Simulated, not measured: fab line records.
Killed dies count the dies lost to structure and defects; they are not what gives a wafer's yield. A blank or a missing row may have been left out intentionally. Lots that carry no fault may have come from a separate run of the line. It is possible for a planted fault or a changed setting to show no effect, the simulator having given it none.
A lot that was struck, set against a sound lot :: flow sky130 :: 30 steps out of a route of 708
Sound: wafers L211.3, L211.4, L211.6. Wafers L204.4, L204.5, L204.6 were the ones struck. Last of all comes the cause.
Per side, at each step with rows, come the tool, then ch with its chambers, and then its first start. Under that, the readings that differ: sound wafers :: struck wafers :: difference of the means :: sigmas: that difference in standard deviations of wafers without a fault.
alike: readings whose means differ by less than 2 such deviations, and words and numbers that are the same on both sides. not compared: withheld readings, readings that some wafer has no value for, bounds like >300 that may hide the same value, and numbers for which the record gives no deviation and whose values overlap.
A row with sigmas, a row that says differs or no value, or rows on one side alone: a step with any of these is where the two part. Numbers that don't overlap but have no deviation are shown without sigmas and don't part them. A reading that every wafer of one side lacks parts them only if that side has two wafers or more.

first, 5 steps without rows for these wafers: SKY_SONOS_ONO_COAT_08 (resist thk 1140 nm); SKY_SONOS_ONO_SOFTBAKE_09 (time 60 s); SKY_SONOS_ONO_EXPOSE_10 (exposes mask ONOM, target cd 410 nm); SKY_SONOS_ONO_PEB_11; SKY_SONOS_ONO_DEVELOP_12 (develop time 60 s).
SKY_SONOS_ONO_CD_MEAS_13: target cd 410 nm.
  struck on cdSem-02, day 16 23:04; sound on cdSem-01, day 20 00:05
  alike: cdNm
SKY_SONOS_ONO_OVL_MEAS_14:
  struck on overlay-01, day 16 23:08; sound on overlay-01, day 20 00:11
  alike: SONOS_ONO_OVL
SKY_SONOS_ONO_ETCH_15: etches the open film in CHF3/O2, target depth 19.52 nm, time 7.8 s.
  sound on rieDiel-01 ch 0,2, day 20 00:12; struck on rieDiel-02 ch 2,3, day 16 23:09
  alike: drypumpMotorCurrentA, oesProductAu, throttleValvePct
  not compared: rfHoursCounterH
then, 1 step without rows for these wafers: SKY_SONOS_ONO_WET_ETCH_16 (etches SiO2 in dHF, target depth 14 nm, time 280 s).
SKY_SONOS_ONO_STRIP_17: strips in O2/N2.
  sound on plasmaAsher-03 ch 0,1, day 20 00:20; struck on plasmaAsher-03 ch 0,1, day 16 23:19
  alike: drypumpMotorCurrentA, oesProductAu, stripTimeToEndpointS
  not compared: rfHoursCounterH
then, 2 steps without rows for these wafers: SKY_SONOS_ONO_WET_ETCH_18 (etches Si3N4 in H3PO4, target depth 15 nm, time 172 s); SKY_GATE_OXIDE_CLEAN_00 (cleans in SC1/SC2, time 150 s).
SKY_GATE_OXIDE_OXIDATION_01: stabilise 600 s, purge 300 s, target thk 10.268 nm.
  sound on furnace-02 ch 0, day 20 02:09; struck on furnace-01 ch 0, day 17 02:35
reading: oxTimeS (s)
sound: 1473 1473 1473
struck: 1296.2 1296.2 1296.2
difference: -176.8
sigmas: 

reading: model.SiO2_of_GATE_OXIDE_OXIDATION_01.thkNm (nm)
sound: 10.38 10.18 10.16
struck: 9.226 9.048 9.089
difference: -1.119
sigmas: 
  alike: oxTempCMax, spikeTcBottomC, zonePowerTopPct
SKY_GATE_OXIDE_THK_MEAS_02:
  struck on filmMetro-03, day 17 04:02; sound on filmMetro-01, day 20 03:35
reading: GATE_OXIDE_OXIDATION_00_THK (nm)
sound: 10.36 10.18 10.16
struck: 9.25 9.03 9.11
difference: -1.10
sigmas: -6
then, 7 steps without rows for these wafers: SKY_GATE_OXIDE_DEHYDRATE_03 (time 60 s); SKY_GATE_OXIDE_HMDS_04 (prime time 60 s); SKY_GATE_OXIDE_COAT_05 (resist thk 1140 nm); SKY_GATE_OXIDE_SOFTBAKE_06 (time 60 s); SKY_GATE_OXIDE_EXPOSE_07 (exposes mask LVOM, target cd 600 nm); SKY_GATE_OXIDE_PEB_08; SKY_GATE_OXIDE_DEVELOP_09 (develop time 60 s).
SKY_GATE_OXIDE_OVL_MEAS_10:
  struck on overlay-02, day 18 08:19; sound on overlay-01, day 21 07:25
  alike: GATE_OXIDE_OVL
then, 2 steps without rows for these wafers: SKY_GATE_OXIDE_IMPLANT_11; SKY_GATE_OXIDE_WET_ETCH_12 (etches SiO2 in dHF, target depth 16.8 nm, time 336 s).
SKY_GATE_OXIDE_STRIP_13: strips in O2/N2.
  sound on plasmaAsher-04 ch 0,1, day 21 07:52; struck on plasmaAsher-03 ch 0,1, day 18 08:37
reading: drypumpMotorCurrentA (A)
sound: 5.61 5.65 5.61
struck: 4.88 5.23 4.88
difference: -0.63
sigmas: -2
  alike: oesProductAu, stripTimeToEndpointS
  not compared: rfHoursCounterH
SKY_GATE_OXIDE_TW_MEAS_14:
  struck on filmMetro-04, day 18 08:43; sound on filmMetro-03, day 21 07:58
  alike: GATE_OXIDE_TW
then, 1 step without rows for these wafers: SKY_GATE_OXIDE_CLEAN_15 (cleans in SC1/SC2, time 150 s).
SKY_GATE_OXIDE_OXIDATION_16: stabilise 600 s, purge 300 s, target thk 3.57 nm.
  sound on furnace-02 ch 0, day 21 09:20; struck on furnace-02 ch 0, day 18 12:09
reading: model.SiO2_of_GATE_OXIDE_OXIDATION_01.thkNm (nm)
sound: 11.72 11.56 11.54
struck: 10.68 10.53 10.54
difference: -1.02
sigmas: 
  alike: oxTempCMax, oxTimeS, spikeTcBottomC, zonePowerTopPct
then, 1 step without rows for these wafers: SKY_POLY_GATE_CVD_00 (deposits poly-Si, target thk 180 nm, time 720 s).
-- a jump in the record: the struck wafers' starts before and after are 31 days apart (it breaks off in module POLY_GATE and resumes in module PAD_OPEN, where the first step shown is number 708 of the route) --
SKY_PAD_OPEN_PROBE_99:
  struck on prober-02, day 49 16:31; sound on prober-01, day 50 16:07
reading: model.etest.nfet_16v.rOnOhmUm
sound: 1.436e+04 1.419e+04 1.41e+04
struck: 1.349e+04 1.359e+04 1.357e+04
difference: -6.667e+02
sigmas: 

reading: model.etest.pfetG5v0d10v5.rOnOhmUm
sound: 4844 4867 4738
struck: 4429 4470 4456
difference: -365
sigmas: 

reading: model.etest.tipSonos.rsOhmSq
sound: 2731 2663 2677
struck: 2525 2461 2480
difference: -202
sigmas: 

reading: model.etest.nfetG5v0d10v5.rOnOhmUm
sound: 1896 1912 1874
struck: 1773 1765 1769
difference: -125
sigmas: 

reading: model.etest.nfetG5v0d10v5.driveUaUm
sound: 597 609.8 610
struck: 663.8 674.1 664.9
difference: +62.0
sigmas: 

reading: model.etest.nfet_05v0_nvt.driveUaUm
sound: 574.5 578 578.5
struck: 629.7 630.9 629.2
difference: +52.9
sigmas: 

reading: model.etest.pfetG5v0d10v5.driveUaUm
sound: 335.9 335 344.6
struck: 368.7 373.9 373.7
difference: +33.6
sigmas: 

reading: model.etest.nfet_16v.driveUaUm
sound: 218.3 222.7 222
struck: 245 248 247.7
difference: +26
sigmas: 
  alike: killed_at_M0_to_M3, killed_at_M4_up, killedAtContacts, killedAtFrontEnd, killedAtOther, killedDies, killedOpen, killedShort

## WHERE THEY PART
First at SKY_GATE_OXIDE_THK_MEAS_02; last, within this record, at SKY_GATE_OXIDE_STRIP_13. Later steps at which nothing parts them and some readings are alike: SKY_GATE_OXIDE_TW_MEAS_14, SKY_GATE_OXIDE_OXIDATION_16, SKY_PAD_OPEN_PROBE_99.

WHY: what the simulator had put in
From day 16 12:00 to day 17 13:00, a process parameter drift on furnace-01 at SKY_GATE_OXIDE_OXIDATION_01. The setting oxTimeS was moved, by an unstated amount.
